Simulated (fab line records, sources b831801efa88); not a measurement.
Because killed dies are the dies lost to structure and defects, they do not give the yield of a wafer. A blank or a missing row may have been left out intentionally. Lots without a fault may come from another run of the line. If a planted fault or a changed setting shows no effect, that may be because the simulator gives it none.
fab line records | flow sky130
[record] lots = 5 wafers = 15 lastDay = 50
route steps=708 shown NWELL@66 PWDE@84 VT_ADJUST_HVTP@85 VT_ADJUST_LVTN@97 PAD_OPEN@708
lots that met no fault: from a run of the same line without faults
startH: start of the lot's first displayed wafer, in hours after the record's first day | waitH: time in hours since the lot's previous step | " unchanged from the row above | L1.1+2: a single row standing in for several wafers | - value missing, or start not given | * or withheld: withheld | < > ~ a bound
route shown NAME@n: names a module that has steps shown in the file, with the first one's number in the route | usual: mean/standard deviation taken from wafers without a fault | same: alike in all rows | chamber/n: place in a boat | sites: each site's reading | _std_site: standard deviation across them | _edge_site: mean of outer sites minus mean of inner sites | radiusMm: for every site, how far away it sits from the centre of the wafer | mask NAME#n: copy n | behind: the most recent tool/chamber to have shaped the wafer | hold: what put the lot on hold/how long, in hours/how the hold closed | device: the n, p or np transistor that did not switch | end of line: tests run on the same wafers once the route is complete | where a step has no rows: the recipe by itself | killed: at the first sort, the dies lost to defects and structure; wafer yield is something else | map: shows each die of a wafer: x if killed, . if not, _ if none is there
set.NAME: the run value of the setting; set.NAME@STEP: its run value at that earlier step | model.NAME: the simulator's own value behind a step, which no gauge read
lots at some steps of the route; a table a step, a row a wafer
services: when a tool's chamber went out of use (startH, in hours from the record's first day, below 0 if earlier), for how many hours, and the reason
[[steps]]
[step SKY_NWELL_IMPLANT_13]
[recipe] species = P energyKev = 50 doseCm2 = 7e+11 tiltDeg = withheld
[step SKY_NWELL_STRIP_14]
[recipe] chemistry = O2/N2 powerW = 1400 pressureMtorr = 1500 platenTempC = withheld o2FlowSccm = 3000 n2FlowSccm = 300 overashFraction = 0.5
[usual] chamberPressureMTorr = 1499.9/1.4 drypumpMotorCurrentA = 5.8/0.48 oesProductAu = 0.722/0.0044 stripTimeToEndpointS = 36.98/0.1
[same] overashFraction = 0.5
// columns lot.wafer tool chamber startH waitH chamberPressureMTorr drypumpMotorCurrentA oesProductAu rfHoursCounterH stripTimeToEndpointS
L199.1 plasmaAsher-01 0 98.95 0.1 1498.0 6.1 0.718 40 36.83
L199.2 " 1 " " 1500.4 5.4 0.727 40 36.79
L199.3 " 1 " " 1499.2 5.4 0.723 - 36.81
L212.1 plasmaAsher-02 0 175.12 0.1 1499.8 6.4 0.715 49 36.99
L212.2 " 1 " " 1500.9 6.3 0.718 49 36.98
L212.6 " 0 " " 1500.3 6.4 0.717 - 36.86
L213.2 plasmaAsher-03 0 183.87 0.1 1502.6 5.0 0.720 36 37.02
L213.4 " 0 " " 1500.7 5.0 0.722 - 37.02
L213.6 " 1 " " 1498.5 5.8 0.730 - 36.99
L219.1 plasmaAsher-03 1 213.58 0.1 1500.5 5.8 0.721 40 37.01
L219.4 " 0 " " 1501.0 5.0 0.717 - 37.12
L219.6 " 1 " " 1499.2 5.9 0.721 - 37.12
L220.1 plasmaAsher-01 1 221.27 0.1 1501.6 5.4 0.717 51 36.86
L220.5 " 1 " " 1501.5 5.4 0.715 - 36.90
L220.6 " 0 " " 1498.0 6.1 0.726 - 36.81
[step SKY_NWELL_TW_MEAS_15]
[usual] NWELL_TW = 1822/10
// columns lot.wafer tool chamber startH waitH NWELL_TW
L199.1 filmMetro-03 - 99.05 0.1 1822
L199.2 " - " " 1813
L199.3 " - " " 1821
L212.1 filmMetro-04 - 175.22 0.1 1831
L212.2 " - " " 1834
L212.6 " - " " 1834
L213.2 filmMetro-04 - 183.98 0.1 1848
L213.4 " - " " 1841
L213.6 " - " " 1836
L219.1 filmMetro-02 - 213.68 0.1 1812
L219.4 " - " " 1802
L219.6 " - " " 1804
L220.1 filmMetro-02 - 221.37 0.1 1831
L220.5 " - " " 1840
L220.6 " - " " 1829
[step SKY_NWELL_DEHYDRATE_16]
[recipe] tempC = 200 timeS = 60
[step SKY_NWELL_HMDS_17]
[recipe] primeTimeS = 60 primeTempC = 120
[step SKY_NWELL_COAT_18]
[recipe] spinRpm = 2000 resistThkNm = 3000
[step SKY_NWELL_SOFTBAKE_19]
[recipe] tempC = 110 timeS = withheld
[step SKY_NWELL_EXPOSE_20]
[recipe] maskId = NWM_COMPLEMENT na = 0.6 sourceShape = conventional sigmaOuter = 0.6 polarization = unpolarized targetCdNm = 840 doseMj = 260
[step SKY_NWELL_PEB_21]
[recipe] tempC = 115 timeS = withheld
[step SKY_NWELL_DEVELOP_22]
[recipe] wallAngleDeg = 90 developer = TMAH developTimeS = 60 devTempC = 23
[step SKY_NWELL_OVL_MEAS_23]
[usual] NWELL_01_OVL = -0.7/1.4
// columns lot.wafer tool chamber startH waitH NWELL_01_OVL[nm]
L199.1 overlay-01 - 116.47 - -0.1
L199.2 " - " " -0.2
L199.3 " - " " -1.1
L212.1 overlay-02 - 196.20 - -1.3
L212.2 " - " " 0.1
L212.6 " - " " -2.0
L213.2 overlay-01 - 205.44 - -3.0
L213.4 " - " " -1.3
L213.6 " - " " -1.4
L219.1 overlay-02 - 235.15 - -1.0
L219.4 " - " " -0.2
L219.6 " - " " -2.5
L220.1 overlay-01 - 243.37 - -0.3
L220.5 " - " " -1.1
L220.6 " - " " -0.8
[step SKY_NWELL_IMPLANT_24]
[recipe] species = B energyKev = 140 doseCm2 = 9.2e+12 tiltDeg = withheld
[step SKY_NWELL_STRIP_25]
[recipe] chemistry = O2/N2 powerW = 1400 pressureMtorr = 1500 platenTempC = withheld o2FlowSccm = 3000 n2FlowSccm = 300 overashFraction = 0.5
[usual] chamberPressureMTorr = 1500.1/2.4 drypumpMotorCurrentA = 5.9/0.51 oesProductAu = 0.723/0.0048 stripTimeToEndpointS = 37.00/0.1
[same] overashFraction = 0.5
// columns lot.wafer tool chamber startH waitH chamberPressureMTorr drypumpMotorCurrentA oesProductAu rfHoursCounterH stripTimeToEndpointS
L199.1 plasmaAsher-03 1 116.65 0.1 1501.4 5.8 0.727 30 36.99
L199.2 " 0 " " 1500.5 5.0 0.719 30 37.04
L199.3 " 1 " " 1499.5 5.8 0.724 - 37.09
L212.1 plasmaAsher-02 0 196.38 0.1 1502.0 6.4 0.723 51 37.03
L212.2 " 1 " " 1499.7 6.3 0.723 51 36.93
L212.6 " 1 " " 1499.4 6.3 0.731 - 36.97
L213.2 plasmaAsher-03 0 205.62 0.1 1502.0 5.0 0.719 39 37.07
L213.4 " 0 " " 1500.0 5.0 0.728 - 37.15
L213.6 " 1 " " 1498.9 5.8 0.720 - 36.91
L219.1 plasmaAsher-02 1 235.33 0.1 1499.3 6.3 0.721 55 36.94
L219.4 " 1 " " 1501.2 6.3 0.729 - 36.96
L219.6 " 1 " " 1499.2 6.3 0.728 - 36.91
L220.1 plasmaAsher-01 0 243.55 0.1 1498.4 6.1 0.723 53 36.98
L220.5 " 1 " " 1499.8 5.4 0.727 - 37.03
L220.6 " 0 " " 1501.6 6.1 0.723 - 36.95
[step SKY_NWELL_TW_MEAS_26]
[usual] NWELL_2_TW = 497/3.1
// columns lot.wafer tool chamber startH waitH NWELL_2_TW
L199.1 filmMetro-02 - 116.75 0.1 495
L199.2 " - " " 490
L199.3 " - " " 491
L212.1 filmMetro-02 - 196.48 0.1 495
L212.2 " - " " 493
L212.6 " - " " 492
L213.2 filmMetro-02 - 205.73 0.1 493
L213.4 " - " " 494
L213.6 " - " " 495
L219.1 filmMetro-04 - 235.43 0.1 504
L219.4 " - " " 504
L219.6 " - " " 500
L220.1 filmMetro-02 - 243.65 0.1 501
L220.5 " - " " 500
L220.6 " - " " 503
[step SKY_NWELL_CLEAN_27]
[recipe] chemistry = SC1/SC2 mix = 1:4:20 tempC = 70 timeS = 150 dry = n2Spin
[step SKY_NWELL_RTA_28]
[recipe] tempC = 1050 timeS = 30 idleTempC = 650 rampUpCPerS = 150 rampDownCPerS = 90 ambient = N2
[usual] lampPowerPct = 25.30/0.049 rampDownCPerS = 90.000/0.017 wafer_temp_C_max = 1054.8/0.97
// columns lot.wafer tool chamber startH waitH lampPowerPct rampDownCPerS wafer_temp_C_max
L199.1 rtpAnneal-02 0 116.86 0.0 25.26 89.998 1055.2
L199.2 " 0 " " 25.33 90.009 1054.5
L199.3 " 0 " " 25.30 89.999 1054.7
L212.1 rtpAnneal-02 0 196.59 0.0 25.30 89.997 1055.2
L212.2 " 0 " " 25.32 90.011 1055.8
L212.6 " 0 " " 25.20 89.984 1056.5
L213.2 rtpAnneal-02 0 205.85 0.0 25.32 89.987 1055.4
L213.4 " 0 " " 25.32 89.966 1053.2
L213.6 " 0 " " 25.36 90.012 1054.8
L219.1 rtpAnneal-02 0 235.55 0.0 25.42 90.006 1056.7
L219.4 " 0 " " 25.28 90.007 1054.0
L219.6 " 0 " " 25.35 89.980 1054.7
L220.1 rtpAnneal-01 0 243.76 0.0 25.23 89.981 1053.6
L220.5 " 0 " " 25.32 90.037 1054.3
L220.6 " 0 " " 25.34 90.004 1055.2
[step SKY_NWELL_RS_MEAS_29]
[recipe] thkMeasGauge = four-point-probe
[usual] NWELL_RS = 624.8/1.5
// columns lot.wafer tool chamber startH waitH NWELL_RS[ohm/sq]
L199.1 filmMetro-04 - 116.96 0.1 626.8
L199.2 " - " " 626.3
L199.3 " - " " 626.8
L212.1 filmMetro-04 - 196.69 0.1 626.4
L212.2 " - " " 626.6
L212.6 " - " " 627.4
L213.2 filmMetro-04 - 205.95 0.1 622.8
L213.4 " - " " 623.3
L213.6 " - " " 624.7
L219.1 filmMetro-04 - 235.65 0.1 627.7
L219.4 " - " " 626.9
L219.6 " - " " 627.1
L220.1 filmMetro-03 - 243.86 0.1 622.7
L220.5 " - " " 623.1
L220.6 " - " " 623.6
[step SKY_NWELL_RS_MEAS_31]
[recipe] thkMeasGauge = four-point-probe
[usual] PWDE_RS = 5279/19
// columns lot.wafer tool chamber startH waitH PWDE_RS[ohm/sq]
L199.1 filmMetro-04 - 117.20 0.1 5294
L199.2 " - " " 5294
L199.3 " - " " 5286
L212.1 filmMetro-04 - 196.93 0.1 5251
L212.2 " - " " 5282
L212.6 " - " " 5274
L213.2 filmMetro-04 - 206.19 0.1 5282
L213.4 " - " " 5271
L213.6 " - " " 5264
L219.1 filmMetro-04 - 235.89 0.1 5265
L219.4 " - " " 5276
L219.6 " - " " 5245
L220.1 filmMetro-03 - 244.10 0.1 5255
L220.5 " - " " 5257
L220.6 " - " " 5275
[step SKY_VT_ADJUST_HVTP_DEHYDRATE_00]
[recipe] tempC = 200 timeS = 60
[step SKY_VT_ADJUST_HVTP_HMDS_01]
[recipe] primeTimeS = 60 primeTempC = 120
[step SKY_VT_ADJUST_HVTP_COAT_02]
[recipe] resist = NOVOLAK spinRpm = 3000 resistThkNm = 1140
[step SKY_VT_ADJUST_HVTP_SOFTBAKE_03]
[recipe] tempC = 90 timeS = 60 resist = NOVOLAK
[step SKY_VT_ADJUST_HVTP_EXPOSE_04]
[recipe] maskId = HVTPM na = 0.6 sourceShape = conventional sigmaOuter = 0.6 polarization = unpolarized targetCdNm = 380 doseMj = 140
[step SKY_VT_ADJUST_HVTP_PEB_05]
[recipe] tempC = withheld timeS = * resist = NOVOLAK
[step SKY_VT_ADJUST_HVTP_DEVELOP_06]
[recipe] resist = NOVOLAK developer = TMAH developTimeS = 60 devTempC = 23
[step SKY_VT_ADJUST_HVTP_CD_MEAS_07]
[recipe] targetCdNm = 380
[usual] cdNm = 379.6/2.1
// columns lot.wafer tool chamber startH waitH cdNm
L199.1 cdSem-01 - 135.32 0.1 379.2
L199.2 " - " " 380.9
L199.3 " - " " 378.9
L212.1 cdSem-02 - 218.62 0.1 379.8
L212.2 " - " " 380.4
L212.6 " - " " 377.6
L213.2 cdSem-02 - 228.34 0.1 379.6
L213.4 " - " " 380.7
L213.6 " - " " 381.9
L219.1 cdSem-01 - 259.27 0.1 378.1
L219.4 " - " " 378.7
L219.6 " - " " 378.0
L220.1 cdSem-01 - 267.62 0.1 376.2
L220.5 " - " " 377.1
L220.6 " - " " 376.7
[step SKY_VT_ADJUST_HVTP_OVL_MEAS_08]
[usual] VT_ADJUST_HVTP_OVL = -0.1/1.6
// columns lot.wafer tool chamber startH waitH VT_ADJUST_HVTP_OVL[nm]
L199.1 overlay-02 - 135.44 0.1 -1.2
L199.2 " - " " -1.9
L199.3 " - " " -0.7
L212.1 overlay-02 - 218.74 0.1 -1.2
L212.2 " - " " 0.4
L212.6 " - " " 0.4
L213.2 overlay-02 - 228.44 0.1 0.2
L213.4 " - " " -0.2
L213.6 " - " " -1.4
L219.1 overlay-01 - 259.39 0.1 0.4
L219.4 " - " " 1.8
L219.6 " - " " 2.0
L220.1 overlay-02 - 267.74 0.1 -1.3
L220.5 " - " " 0.5
L220.6 " - " " 0.7
[step SKY_VT_ADJUST_HVTP_IMPLANT_09]
[recipe] species = As energyKev = 150 doseCm2 = 4.3e+12 tiltDeg = withheld
[step SKY_VT_ADJUST_HVTP_STRIP_10]
[recipe] chemistry = O2/N2 powerW = 1400 pressureMtorr = 1500 platenTempC = withheld o2FlowSccm = 3000 n2FlowSccm = 300 overashFraction = 0.5
[usual] chamberPressureMTorr = 1500.0/1.5 drypumpMotorCurrentA = 5.5/0.53 oesProductAu = 0.716/0.0044 stripTimeToEndpointS = 14.18/0.043
[same] overashFraction = 0.5
// columns lot.wafer tool chamber startH waitH chamberPressureMTorr drypumpMotorCurrentA oesProductAu rfHoursCounterH stripTimeToEndpointS
L199.1 plasmaAsher-04 1 135.62 0.1 1501.2 5.1 0.715 2 14.25
L199.2 " 0 " " 1501.0 5.1 0.713 2 14.23
L199.3 " 1 " " 1496.1 5.1 0.717 - 14.28
L212.1 plasmaAsher-03 1 218.93 0.1 1500.2 5.8 0.721 40 14.19
L212.2 " 0 " " 1500.6 5.0 0.714 40 14.24
L212.6 " 1 " " 1498.3 5.8 0.710 - 14.23
L213.2 plasmaAsher-02 1 228.62 0.1 1500.8 6.3 0.719 54 14.27
L213.4 " 1 " " 1497.7 6.3 0.710 - 14.28
L213.6 " 1 " " 1500.0 6.3 0.716 - 14.26
L219.1 plasmaAsher-03 1 259.58 0.1 1502.2 5.8 0.714 44 14.12
L219.4 " 0 " " 1498.6 5.0 0.716 - 14.12
L219.6 " 1 " " 1501.1 5.8 0.715 - 14.12
L220.1 plasmaAsher-03 1 267.93 0.1 1500.0 5.8 0.711 45 14.15
L220.5 " 1 " " 1502.3 5.8 0.713 - 14.17
L220.6 " 0 " " 1500.2 5.0 0.721 - 14.20
[step SKY_VT_ADJUST_HVTP_TW_MEAS_11]
[usual] VT_ADJUST_HVTP_TW = 1366/7.7
// columns lot.wafer tool chamber startH waitH VT_ADJUST_HVTP_TW
L199.1 filmMetro-04 - 135.72 0.1 1369
L199.2 " - " " 1367
L199.3 " - " " 1362
L212.1 filmMetro-01 - 219.03 0.1 1367
L212.2 " - " " 1369
L212.6 " - " " 1375
L213.2 filmMetro-02 - 228.73 0.1 1365
L213.4 " - " " 1364
L213.6 " - " " 1357
L219.1 filmMetro-02 - 259.68 0.1 1376
L219.4 " - " " 1378
L219.6 " - " " 1366
L220.1 filmMetro-02 - 268.03 0.1 1368
L220.5 " - " " 1365
L220.6 " - " " 1364
[step SKY_VT_ADJUST_LVTN_DEHYDRATE_00]
[recipe] tempC = 200 timeS = 60
[step SKY_VT_ADJUST_LVTN_HMDS_01]
[recipe] primeTimeS = 60 primeTempC = 120
[step SKY_VT_ADJUST_LVTN_COAT_02]
[recipe] spinRpm = 2000 resistThkNm = 3000
[step SKY_VT_ADJUST_LVTN_SOFTBAKE_03]
[recipe] tempC = 110 timeS = withheld
[step SKY_VT_ADJUST_LVTN_EXPOSE_04]
[recipe] maskId = NWM_COMPLEMENT_LESS_NATIVE na = 0.6 sourceShape = conventional sigmaOuter = 0.6 polarization = unpolarized targetCdNm = 840 doseMj = 194
[step SKY_VT_ADJUST_LVTN_PEB_05]
[recipe] tempC = 115 timeS = withheld
[step SKY_VT_ADJUST_LVTN_DEVELOP_06]
[recipe] wallAngleDeg = 90 developer = TMAH developTimeS = 60 devTempC = 23
[step SKY_VT_ADJUST_LVTN_OVL_MEAS_07]
[usual] VT_ADJUST_LVTN_OVL = -0.5/1.4
// columns lot.wafer tool chamber startH waitH VT_ADJUST_LVTN_OVL[nm]
L199.1 overlay-02 - 155.47 - 0.5
L199.2 " - " " 1.5
L199.3 " - " " 2.6
L212.1 overlay-01 - 241.12 - -0.5
L212.2 " - " " -0.1
L212.6 " - " " -0.5
L213.2 overlay-01 - 251.89 - 0.0
L213.4 " - " " -1.3
L213.6 " - " " -0.3
L219.1 overlay-01 - 284.49 - -1.8
L219.4 " - " " -2.6
L219.6 " - " " -1.1
L220.1 overlay-01 - 292.17 - -1.1
L220.5 " - " " -2.6
L220.6 " - " " -1.9
[step SKY_VT_ADJUST_LVTN_IMPLANT_08]
[recipe] species = B energyKev = 30 doseCm2 = 1.57e+12 tiltDeg = withheld
[step SKY_VT_ADJUST_LVTN_STRIP_09]
[recipe] chemistry = O2/N2 powerW = 1400 pressureMtorr = 1500 platenTempC = withheld o2FlowSccm = 3000 n2FlowSccm = 300 overashFraction = 0.5
[usual] chamberPressureMTorr = 1499.8/2.6 drypumpMotorCurrentA = 5.8/0.56 oesProductAu = 0.722/0.0049 stripTimeToEndpointS = 37.02/0.091
[same] overashFraction = 0.5
// columns lot.wafer tool chamber startH waitH chamberPressureMTorr drypumpMotorCurrentA oesProductAu rfHoursCounterH stripTimeToEndpointS
L199.1 plasmaAsher-02 0 155.66 0.1 1501.0 6.4 0.713 47 37.05
L199.2 " 1 " " 1498.7 6.3 0.721 47 36.82
L199.3 " 0 " " 1500.0 6.4 0.716 - 36.89
L212.1 plasmaAsher-04 1 241.31 0.1 1501.4 5.1 0.718 12 36.97
L212.2 " 0 " " 1499.8 5.1 0.712 12 37.02
L212.6 " 0 " " 1500.3 5.1 0.727 - 36.97
L213.2 plasmaAsher-01 1 252.07 0.1 1499.9 5.4 0.720 53 37.05
L213.4 " 1 " " 1498.9 5.4 0.722 - 36.90
L213.6 " 1 " " 1501.2 5.4 0.713 - 37.01
L219.1 plasmaAsher-02 0 284.77 0.2 1499.7 6.4 0.719 61 36.80
L219.4 " 0 " " 1499.9 6.4 0.724 - 36.90
L219.6 " 0 " " 1499.4 6.4 0.720 - 36.91
L220.1 plasmaAsher-02 0 292.36 0.1 1499.3 6.4 0.722 62 37.14
L220.5 " 0 " " 1500.7 6.4 0.721 - 36.98
L220.6 " 1 " " 1499.2 6.3 0.725 - 37.06
[step SKY_VT_ADJUST_LVTN_TW_MEAS_10]
[usual] VT_ADJUST_LVTN_TW = 242.3/1.8
// columns lot.wafer tool chamber startH waitH VT_ADJUST_LVTN_TW
L199.1 filmMetro-01 - 155.76 0.1 245.2
L199.2 " - " " 242.9
L199.3 " - " " 243.8
L212.1 filmMetro-02 - 241.41 0.1 243.4
L212.2 " - " " 242.6
L212.6 " - " " 244.8
L213.2 filmMetro-01 - 252.18 0.1 245.8
L213.4 " - " " 244.0
L213.6 " - " " 245.1
L219.1 filmMetro-01 - 284.87 0.1 242.5
L219.4 " - " " 243.5
L219.6 " - " " 242.7
L220.1 filmMetro-03 - 292.46 0.1 241.0
L220.5 " - " " 240.6
L220.6 " - " " 240.3
[step SKY_PAD_OPEN_PROBE_99]
[usual] killed_at_M0_to_M3 = 43/7.4 killed_at_M4_up = 3.1/1.9 killedAtContacts = 25/5.4 killedAtFrontEnd = 15/4.3 killedAtOther = 0.3/0.54 killedDies = 86/10 killedOpen = 46/7.4 killedShort = 40/7
[same] grossDies = 492 killedAtBackSide = 0
// columns lot.wafer tool chamber startH waitH killed_at_M0_to_M3 killed_at_M4_up killedAtContacts killedAtFrontEnd killedAtOther killedDies killedOpen killedShort
L199.2 prober-01 - 1094.52 0.1 39 3 34 64 0 140 46 39
L212.1 prober-02 - 1166.49 0.1 41 3 30 14 1 89 45 43
L212.2 prober-02 - 1166.54 0.1 50 5 24 22 0 101 53 47
L212.6 prober-02 - 1166.74 0.2 53 1 20 19 0 93 49 43
L213.2 prober-01 - 1175.61 0.1 36 7 19 20 0 82 46 34
L213.4 prober-01 - 1175.71 0.2 43 5 28 17 0 93 55 38
L213.6 prober-01 - 1175.81 0.2 36 3 13 16 2 70 37 32
// killed by level:class
L199.2 NWELL:unspecified=55 LI_CONTACT:geometricParticle:open=11 METAL2:geometricParticle:short=8 VIA1:geometricParticle:open=8 CONTACT:geometricParticle:short=7 VIA3:geometricParticle:open=7 CONTACT:geometricParticle:open=6 LOCAL_INTERCONNECT:geometricParticle:short=5
L212.1 LI_CONTACT:geometricParticle:open=9 VIA1:geometricParticle:open=9 CONTACT:geometricParticle:open=8 VIA3:geometricParticle:open=6 LI_CONTACT:geometricParticle:short=5 VIA1:geometricParticle:short=5 VIA2:geometricParticle:open=5 FIELD_ISO:geometricParticle:short=4
L212.2 VIA1:geometricParticle:open=12 FIELD_ISO:geometricParticle:short=10 VIA2:geometricParticle:open=9 VIA1:geometricParticle:short=7 LI_CONTACT:geometricParticle:open=6 CONTACT:geometricParticle:open=6 VIA3:geometricParticle:open=6 METAL1:geometricParticle:short=6
L212.6 VIA1:geometricParticle:open=13 CONTACT:geometricParticle:open=10 METAL2:geometricParticle:short=8 VIA3:geometricParticle:open=8 VIA1:geometricParticle:short=6 POLY_GATE:geometricParticle:short=6 METAL1:geometricParticle:short=6 FIELD_ISO:geometricParticle:open=3
L213.2 VIA1:geometricParticle:open=11 FIELD_ISO:geometricParticle:short=10 VIA2:geometricParticle:open=9 CONTACT:geometricParticle:open=8 CONTACT:geometricParticle:short=5 VIA1:geometricParticle:short=4 LI_CONTACT:geometricParticle:open=4 METAL4:geometricParticle:short=4
L213.4 CONTACT:geometricParticle:open=15 VIA1:geometricParticle:open=13 FIELD_ISO:geometricParticle:short=7 LI_CONTACT:geometricParticle:open=6 VIA3:geometricParticle:open=6 POLY_GATE:geometricParticle:short=4 VIA1:geometricParticle:short=4 VIA2:geometricParticle:open=4
L213.6 VIA1:geometricParticle:open=8 METAL1:geometricParticle:short=6 VIA2:geometricParticle:open=6 CONTACT:geometricParticle:open=5 POLY_GATE:geometricParticle:open=4 LOCAL_INTERCONNECT:geometricParticle:short=4 FIELD_ISO:geometricParticle:open=3 SPACER:geometricParticle:short=3
// map L199.2 (x killed, . not)
__________.....x.x.._________
________....xx...xxx.._______
______x...x......x...x.._____
_____.....xx..x.x.x......____
____........x..x..x.x..x.x___
___...x....x..............x__
__....x........x.......xxxxx_
_..x...x.....xx.xxxxx....x...
_.............xxxxxxx...x....
_.....x..x..x.xxxxxxxxx.x....
_....x......xxxxxxxxxxx...x.x
_...x..x.x...xxxxxxxx.xx...xx
_.x........xx.xxxxxxx.x...x..
_..x..x.........xxx.x.....x.x
_..............xx.x.xx.......
__...xx...x...x....x........_
___......x...........x.....__
____..........x.xx...xx.xx___
_____x.....x...x.........____
______....x...x.......x._____
________......x....xx._______
__________.........._________
// map L213.4 (x killed, . not)
__________.x...xx.x._________
________.....xx......._______
______...xx..xx..x...x.._____
_____xx.........x......xx____
____.x..x.xx.....xx.......___
___..........x.x.........x.__
__.....................x.x.._
_x...xx....x.x......x........
_x...x.......x....x....x.....
_...x....x...................
_x....x....xx......x.........
_....xx....xx..x.....x.x.....
_..x..x.x.x......x...........
_.....xxxxx....x............x
_.....x..x.x....x...........x
__...x..x......x.x.x........_
___...x...x......x....x....__
____.x............x...x...___
_____x.x..x.....x........____
______...x........xx...._____
________...x..x......._______
__________x..x......_________
[[services]]
// columns tool chamber startH hours kind
plasmaAsher-04 - 108.75 9.0 pm
plasmaAsher-04 0 108.75 9.0 ventCycle
plasmaAsher-04 1 108.75 9.0 ventCycle
plasmaAsher-04 0 117.75 - clean
plasmaAsher-04 1 117.75 - clean
plasmaAsher-03 - 162.50 0.8 repair
plasmaAsher-01 - 180.68 1.0 repair
plasmaAsher-01 - 190.72 5.4 repair
plasmaAsher-01 - 193.62 7.4 repair
plasmaAsher-03 - 229.82 0.3 repair
plasmaAsher-01 - 239.41 1.6 repair
plasmaAsher-03 - 252.71 2.8 pm
plasmaAsher-01 - 267.53 15.6 pm
plasmaAsher-04 - 277.87 0.9 repair
plasmaAsher-04 - 278.74 14.6 pm
rtpAnneal-02 - 278.91 6.1 pm
plasmaAsher-01 - 283.13 2.8 pm
[[key]]
[firstSign] step = SKY_PAD_OPEN_PROBE_99 reading = killedAtFrontEnd direction = up sigmas = 11 usual = 15 struck = 64
[effect] step = SKY_PAD_OPEN_PROBE_99 reading = killedDies direction = up sigmas = 5.1 usual = 86 struck = 140
metAt SKY_NWELL_STRIP_25
struckWafers L199.2
testerLeftOut L199
[fault] kind = chamberParticleSource tool = plasmaAsher-03 chamber = 0 onsetH = 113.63 steps = SKY_NWELL_STRIP_25 ratePerVisitCm2 = 0.94236 endH = 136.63
// testerLeftOut: of these lots the tester's yield and bins aren't shown, on N5 and GAA mostly nor the transistor test; their killed dies are dies lost to structure and defects alone, not to doping, threshold or leakage, so they don't give the yield
